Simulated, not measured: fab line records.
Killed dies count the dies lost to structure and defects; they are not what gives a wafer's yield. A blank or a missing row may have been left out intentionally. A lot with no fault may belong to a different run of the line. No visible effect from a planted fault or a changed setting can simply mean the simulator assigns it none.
fab line records	flow sky130
record: lots: 6	wafers: 18	lastDay: 50
route steps=708 shown VIA2@519
lots untouched by any fault: they come from a run of this same line in which no faults occurred
startH: start of the lot's first displayed wafer, in hours after the record's first day	waitH: hours from the lot's prior step to this one	" repeats the value in the row above	L1.1+2: one row covering several wafers at once	- no value, or no start was given	* or withheld: withheld	< > ~ a bound
route shown NAME@n: a module of which the file shows steps, and the number in the route of the first	usual: mean/standard deviation taken from wafers without a fault	same: alike in all rows	chamber/n: place in a boat	sites: the reading at each site	_std_site: standard deviation across them	_edge_site: inner sites' mean taken away from outer sites' mean	radiusMm: for every site, how far away it sits from the centre of the wafer	mask NAME#n: copy n	behind: tool/chamber where the wafer was last shaped	hold: reason for holding the lot/hours on hold/outcome of the hold	device: which transistor (n, p or np) failed to switch	end of line: tests of these same wafers at the route's end	a step with no rows: only its recipe	killed: the dies lost at the first sort to structure and to defects; this is not the yield of the wafer	map: dies across one wafer; x = killed, . = not, _ = none there
set.NAME: the setting as run; set.NAME@STEP: as run at that earlier step	model.NAME: the simulator's own value behind a step, which no gauge read
a table for each step, a row for each wafer; lots at some steps of the route
services: from which hour (startH, from the record's first day; less than 0 if before it) a tool's chamber was out of use, for how many hours, and why
== steps ==
step: SKY_VIA2_CD_MEAS_12
recipe: targetCdNm: 200
usual: cdNm: 200.2/1.6
lot.wafer	tool	chamber	startH	waitH	cdNm
L461.1	cdSem-01	-	883.72	-	199.6
L461.4	"	-	"	"	199.1
L461.5	"	-	"	"	198.3
L469.2	cdSem-02	-	945.29	-	203.7
L469.4	"	-	"	"	200.9
L469.6	"	-	"	"	201.6
L470.2	cdSem-02	-	958.64	-	200.1
L470.3	"	-	"	"	199.2
L470.6	"	-	"	"	200.4
L475.2	cdSem-02	-	989.84	-	200.5
L475.4	"	-	"	"	200.0
L475.6	"	-	"	"	198.7
L476.1	cdSem-02	-	993.20	-	198.9
L476.2	"	-	"	"	198.6
L476.5	"	-	"	"	198.4
L477.3	cdSem-01	-	1001.29	-	203.1
L477.4	"	-	"	"	202.5
L477.5	"	-	"	"	202.9
step: SKY_VIA2_OVL_MEAS_13
usual: VIA2_OVL: 0/5.4
lot.wafer	tool	chamber	startH	waitH	VIA2_OVL[nm]
L461.1	overlay-01	-	883.84	0.1	7
L461.4	"	-	"	"	0
L461.5	"	-	"	"	-3
L469.2	overlay-01	-	945.39	0.1	-9
L469.4	"	-	"	"	-12
L469.6	"	-	"	"	-12
L470.2	overlay-01	-	958.75	0.1	-1
L470.3	"	-	"	"	-5
L470.6	"	-	"	"	1
L475.2	overlay-01	-	989.95	0.1	0
L475.4	"	-	"	"	1
L475.6	"	-	"	"	1
L476.1	overlay-01	-	993.32	0.1	-6
L476.2	"	-	"	"	-7
L476.5	"	-	"	"	-1
L477.3	overlay-02	-	1001.38	0.1	-7
L477.4	"	-	"	"	-4
L477.5	"	-	"	"	-5
step: SKY_VIA2_ETCH_14
recipe: chemistry: N2/H2	target: BARC	ionEnergyEv: 200	sourceW: 500	biasW: 100	pressureMtorr: 30	n2FlowSccm: 100	h2FlowSccm: 200	stopOn: SiO2	timeS: 45.9	targetDepthA: 600
usual: drypumpMotorCurrentA: 5.6/0.41	oesProductAu: 0.854/0.0046	rfFwdPowerW: 494.7/2	throttleValvePct: 13.224/0.0094
lot.wafer	tool	chamber	startH	waitH	drypumpMotorCurrentA	oesProductAu	rfFwdPowerW	rfHoursCounterH	throttleValvePct
L461.1	rieDiel-04	1	883.87	0.0	6.2	0.857	496.7	12	13.221
L461.4	"	2	"	"	5.7	0.850	496.1	7	13.234
L461.5	"	2	"	"	5.7	0.860	494.8	-	13.235
L469.2	rieDiel-04	2	945.42	0.0	5.8	0.852	496.3	9	13.238
L469.4	"	3	"	"	5.9	0.848	495.1	5	13.230
L469.6	"	2	"	"	5.7	0.854	496.8	-	13.222
L470.2	rieDiel-01	2	958.78	0.0	6.3	0.854	494.3	7	13.206
L470.3	"	0	"	"	5.7	0.860	492.5	6	13.233
L470.6	"	3	"	"	5.5	0.857	497.6	-	13.229
L475.2	rieDiel-01	2	989.98	0.0	6.3	0.859	493.8	8	13.222
L475.4	"	3	"	"	5.5	0.848	498.1	3	13.220
L475.6	"	1	"	"	5.5	0.859	494.2	-	13.243
L476.1	rieDiel-03	1	993.36	0.0	5.0	0.862	492.9	18	13.227
L476.2	"	3	"	"	5.5	0.855	495.6	10	13.226
L476.5	"	1	"	"	5.0	0.861	494.3	-	13.231
L477.3	rieDiel-04	3	1001.41	0.0	5.9	0.851	492.6	6	13.224
L477.4	"	2	"	"	5.8	0.848	494.9	11	13.211
L477.5	"	3	"	"	6.0	0.861	494.8	-	13.224
step: SKY_VIA2_ETCH_15
recipe: target: SiO2	chemistry: C4F8/O2/Ar	targetDepthNm: 546	stopOn: TiN	maskMaterial: KrF-thick	sourceW: 1500	biasW: 1200	pressureMtorr: 40	c4f8FlowSccm: withheld	O2_flow_sccm: 6	Ar_flow_sccm: 300	timeS: 84
usual: oesProductAu: 0.940/0.0047	rfFwdPowerW: 1490/5.6
lot.wafer	tool	chamber	startH	waitH	oesProductAu	rfFwdPowerW	rfHoursCounterH
L461.1	rieDiel-04	1	883.92	0.0	0.938	1487	12
L461.4	"	2	"	"	0.937	1491	7
L461.5	"	2	"	"	0.946	1488	-
L469.2	rieDiel-04	2	945.47	0.0	0.935	1497	9
L469.4	"	3	"	"	0.943	1492	5
L469.6	"	2	"	"	0.940	1494	-
L470.2	rieDiel-01	2	958.82	0.0	0.939	1498	7
L470.3	"	0	"	"	0.945	1484	6
L470.6	"	3	"	"	0.943	1499	-
L475.2	rieDiel-01	2	990.02	0.0	0.944	1485	8
L475.4	"	3	"	"	0.950	1493	3
L475.6	"	1	"	"	0.939	1489	-
L476.1	rieDiel-03	1	993.40	0.0	0.944	1479	18
L476.2	"	3	"	"	0.940	1481	10
L476.5	"	1	"	"	0.938	1480	-
L477.3	rieDiel-04	3	1001.45	0.0	0.942	1496	6
L477.4	"	2	"	"	0.949	1496	11
L477.5	"	3	"	"	0.939	1502	-
step: SKY_VIA2_STRIP_16
recipe: chemistry: O2/N2	powerW: 1400	pressureMtorr: 1500	platenTempC: withheld	o2FlowSccm: 3000	n2FlowSccm: 300	overashFraction: 0.5
usual: drypumpMotorCurrentA: 5.8/0.45	o2FlowSccm: 3001/10	oesProductAu: 0.399/0.0043	stripTimeToEndpointS: 4.048/0.028
lot.wafer	tool	chamber	startH	waitH	drypumpMotorCurrentA	o2FlowSccm	oesProductAu	rfHoursCounterH	stripTimeToEndpointS
L461.1	plasmaAsher-04	1	883.98	0.0	6.0	2996	0.399	12	4.039
L461.4	"	0	"	"	6.2	3011	0.390	-	4.053
L461.5	"	0	"	"	6.1	3025	0.395	-	4.032
L469.2	plasmaAsher-01	1	945.53	0.0	5.4	3014	0.394	85	4.027
L469.4	"	1	"	"	5.4	2996	0.405	-	4.081
L469.6	"	0	"	"	6.3	3007	0.397	-	4.026
L470.2	plasmaAsher-01	0	958.88	0.0	6.2	3004	0.402	86	4.057
L470.3	"	0	"	"	6.3	3000	0.405	-	4.056
L470.6	"	0	"	"	6.3	2990	0.399	-	3.993
L475.2	plasmaAsher-01	1	990.08	0.0	5.4	3013	0.396	89	4.098
L475.4	"	1	"	"	5.4	3001	0.398	-	4.031
L475.6	"	1	"	"	5.4	3002	0.389	-	4.044
L476.1	plasmaAsher-02	0	993.46	0.0	5.8	3010	0.400	59	4.088
L476.2	"	1	"	"	4.9	3012	0.401	59	4.058
L476.5	"	0	"	"	5.8	3015	0.392	-	4.103
L477.3	plasmaAsher-02	1	1001.55	0.1	4.9	2984	0.407	-	4.073
L477.4	"	0	"	"	5.9	3023	0.405	-	4.030
L477.5	"	1	"	"	4.9	2990	0.398	-	4.093
step: SKY_VIA2_STRIP_17
recipe: chemistry: postEtchResidueRemover	timeS: 1200	tempC: 72.5
step: SKY_VIA2_CLEAN_18
recipe: chemistry: IPA	timeS: 180	tempC: 25
step: SKY_VIA2_CLEAN_19
recipe: chemistry: O3/DIW	dry: n2Spin
step: SKY_VIA2_SPUTTER_20
recipe: material: TiN	targetThkNm: 20	chamberPressurePa: 5	powerW: 4000	timeS: 80
usual: throttleValvePct: 29.8/1.1
lot.wafer	tool	chamber	startH	waitH	throttleValvePct
L461.1	pvdSputter-02	-	884.58	0.0	29.7
L461.4	"	-	"	"	31.3
L461.5	"	-	"	"	29.6
L469.2	pvdSputter-02	-	946.12	0.0	29.6
L469.4	"	-	"	"	31.5
L469.6	"	-	"	"	28.9
L470.2	pvdSputter-02	-	959.54	0.0	28.8
L470.3	"	-	"	"	29.7
L470.6	"	-	"	"	29.5
L475.2	pvdSputter-02	-	991.07	0.0	28.9
L475.4	"	-	"	"	31.1
L475.6	"	-	"	"	29.8
L476.1	pvdSputter-01	-	994.46	0.0	28.3
L476.2	"	-	"	"	28.9
L476.5	"	-	"	"	31.2
L477.3	pvdSputter-03	-	1002.16	0.0	30.3
L477.4	"	-	"	"	31.5
L477.5	"	-	"	"	31.4
step: SKY_VIA2_CVD_21
recipe: material: W	targetThkNm: 420	timeS: 126.4	tempC: 400	pressureTorr: 40
usual: heaterPowerW: 843/62
lot.wafer	tool	chamber	startH	waitH	heaterPowerW	sinceWetCleanH
L461.1	cvdW-02	0	884.64	0.0	776	981
L461.4	"	0	"	"	783	-
L461.5	"	0	"	"	787	-
L469.2	cvdW-01	1	946.32	0.2	922	-
L469.4	"	1	"	"	916	-
L469.6	"	1	"	"	907	-
L470.2	cvdW-01	0	959.60	0.0	863	556
L470.3	"	1	"	"	917	-
L470.6	"	1	"	"	921	-
L475.2	cvdW-02	0	991.13	0.0	756	73
L475.4	"	1	"	"	822	-
L475.6	"	1	"	"	821	-
L476.1	cvdW-02	1	994.52	0.0	815	77
L476.2	"	0	"	"	770	77
L476.5	"	1	"	"	838	-
L477.3	cvdW-02	1	1002.27	0.1	833	-
L477.4	"	0	"	"	746	-
L477.5	"	0	"	"	773	-
step: SKY_VIA2_RS_MEAS_22
recipe: thkMeasGauge: four-point-probe	reads: W_of_VIA2_CVD_21+TiN_of_VIA2_SPUTTER_20
usual: VIA2_W_RS: 0.2748/0.0028
lot.wafer	tool	chamber	startH	waitH	VIA2_W_RS[ohm/sq]
L461.1	filmMetro-02	-	884.77	0.1	0.2763
L461.4	"	-	"	"	0.2778
L461.5	"	-	"	"	0.2758
L469.2	filmMetro-03	-	946.56	0.2	0.2781
L469.4	"	-	"	"	0.2743
L469.6	"	-	"	"	0.2740
L470.2	filmMetro-03	-	959.75	0.1	0.2751
L470.3	"	-	"	"	0.2780
L470.6	"	-	"	"	0.2772
L475.2	filmMetro-04	-	991.28	0.1	0.2726
L475.4	"	-	"	"	0.2734
L475.6	"	-	"	"	0.2735
L476.1	filmMetro-03	-	994.65	0.1	0.2760
L476.2	"	-	"	"	0.2723
L476.5	"	-	"	"	0.2753
L477.3	filmMetro-03	-	1002.39	0.1	0.2745
L477.4	"	-	"	"	0.2768
L477.5	"	-	"	"	0.2778
step: SKY_VIA2_THK_MEAS_23
recipe: thkMeasGauge: xrf	reads: W_of_VIA2_CVD_21
usual: VIA2_W_THK: 423/8.1
lot.wafer	tool	chamber	startH	waitH	VIA2_W_THK[nm]
L461.1	filmMetro-02	-	884.89	0.1	427
L461.4	"	-	"	"	421
L461.5	"	-	"	"	427
L469.2	filmMetro-03	-	946.67	0.1	416
L469.4	"	-	"	"	418
L469.6	"	-	"	"	419
L470.2	filmMetro-03	-	959.86	0.1	416
L470.3	"	-	"	"	414
L470.6	"	-	"	"	416
L475.2	filmMetro-04	-	991.39	0.1	426
L475.4	"	-	"	"	425
L475.6	"	-	"	"	424
L476.1	filmMetro-03	-	994.77	0.1	416
L476.2	"	-	"	"	424
L476.5	"	-	"	"	421
L477.3	filmMetro-03	-	1002.49	0.1	416
L477.4	"	-	"	"	419
L477.5	"	-	"	"	415
step: SKY_VIA2_CMP_24
recipe: stopOn: SiO2	tOverpolishS: 18.95	downForcePsi: 3.5	platenRpm: 60	targetThkNm: 0	padVelocityMS: 0.94248
usual: edgeZonePressureFrac: 1.000/0.0053	headPressurePsi: 3.500/0.0076	motorCurrentA: 11.2/1.4	overpolishRunS: 18.950/0.0096	timeToEndpointS: 103/3.7
lot.wafer	tool	chamber	startH	waitH	edgeZonePressureFrac	headPressurePsi	motorCurrentA	overpolishRunS	timeToEndpointS	model.W_of_VIA2_CVD_21.thkNm	model.SiO2_of_VIA2_HDPCVD_00.thkNm
L461.4	cmp-01	0	885.00	0.1	0.998	3.503	13.1	18.952	103	0	490.5
L461.1	"	2	"	"	1.002	3.495	13.0	18.949	106	0	492.6
L461.5	"	3	"	"	1.000	3.496	12.4	18.947	105	0	491.9
L469.4	cmp-01	0	946.77	0.1	-	-	-	-	-	417.4	495.9
L469.2	"	1	"	"	-	-	-	-	-	412.7	494.1
L469.6	"	0	"	"	-	-	-	-	-	417.6	492.9
L470.3	cmp-02	0	959.91	0.0	-	-	-	-	-	411.3	494.8
L470.2	"	1	"	"	-	-	-	-	-	416.7	495
L470.6	"	0	"	"	-	-	-	-	-	413.7	493.6
L475.4	cmp-02	3	991.44	0.0	1.003	3.493	11.5	18.954	102	0	492.4
L475.2	"	0	"	"	0.993	3.509	8.9	18.952	108	0	491.3
L475.6	"	3	"	"	1.006	3.507	10.7	18.947	105	0	490.5
L476.2	cmp-01	0	994.83	0.0	0.990	3.500	12.4	18.959	104	0	491.4
L476.1	"	2	"	"	0.992	3.499	12.2	18.963	110	0	491
L476.5	"	0	"	"	0.996	3.499	12.9	18.946	101	0	491.6
L477.4	cmp-01	1	1002.53	0.0	1.012	3.496	10.8	18.951	102	0	490.9
L477.3	"	3	"	"	0.999	3.518	11.9	18.949	104	0	491.6
L477.5	"	1	"	"	0.998	3.502	11.2	18.943	102	0	492.8
== services ==
tool	chamber	startH	hours	kind
cmp-02	-	869.22	4.9	pm
pvdSputter-01	-	871.98	6.8	repair
rieDiel-01	1	894.80	20.9	repair
pvdSputter-02	-	900.91	10.6	repair
cvdW-02	-	904.00	14.0	pm
cvdW-02	0	904.00	14.0	ventCycle
cvdW-02	1	904.00	14.0	ventCycle
pvdSputter-02	0	911.93	-	consumableReplace:kit
pvdSputter-02	0	911.93	18.0	scheduledDown
pvdSputter-02	0	911.93	18.0	ventCycle
cmp-02	-	912.02	4.0	pm
plasmaAsher-01	-	920.74	1.3	repair
cmp-02	-	926.66	1.1	repair
plasmaAsher-02	-	930.86	1.9	repair
cvdW-02	1	933.83	14.6	repair
plasmaAsher-01	-	938.12	5.6	repair
cvdW-01	0	940.04	9.2	repair
cvdW-02	0	941.55	8.1	repair
cmp-02	-	950.96	6.9	pm
rieDiel-04	-	967.33	14.6	pm
cmp-01	-	969.91	3.4	repair
plasmaAsher-04	-	973.40	1.5	repair
rieDiel-04	0	984.70	15.3	repair
pvdSputter-01	-	998.05	2.1	repair
== key ==
firstSign: step: SKY_VIA2_CMP_24	reading: toolRecord	direction: missing
effect none on later readings
modelEffect: step: SKY_VIA2_CMP_24	value: W_of_VIA2_CVD_21.thkNm	without: 0	struck: 414.9
metAt SKY_VIA2_CMP_24
struckWafers L469.2,L469.4,L469.6,L470.2,L470.3,L470.6
laterRowsLeftOut L469.2,L469.4,L469.6,L470.2,L470.3,L470.6
sortLeftOut L469.2,L469.4,L469.6,L470.2,L470.3,L470.6
onsetBetween 885.00 946.77
fault: kind: skippedStepWhole	tool: cmp-01,cmp-02	chamber: -	onsetH: 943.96	steps: SKY_VIA2_CMP_24	scope: struckLotsOnly
sortLeftOut: the simulated sort isn't trusted on such a fault, so these wafers' sort isn't shown, and their yield isn't known
laterRowsLeftOut: the simulator's readings of these wafers behind a module that went badly wrong aren't trusted and aren't shown, but for the sort
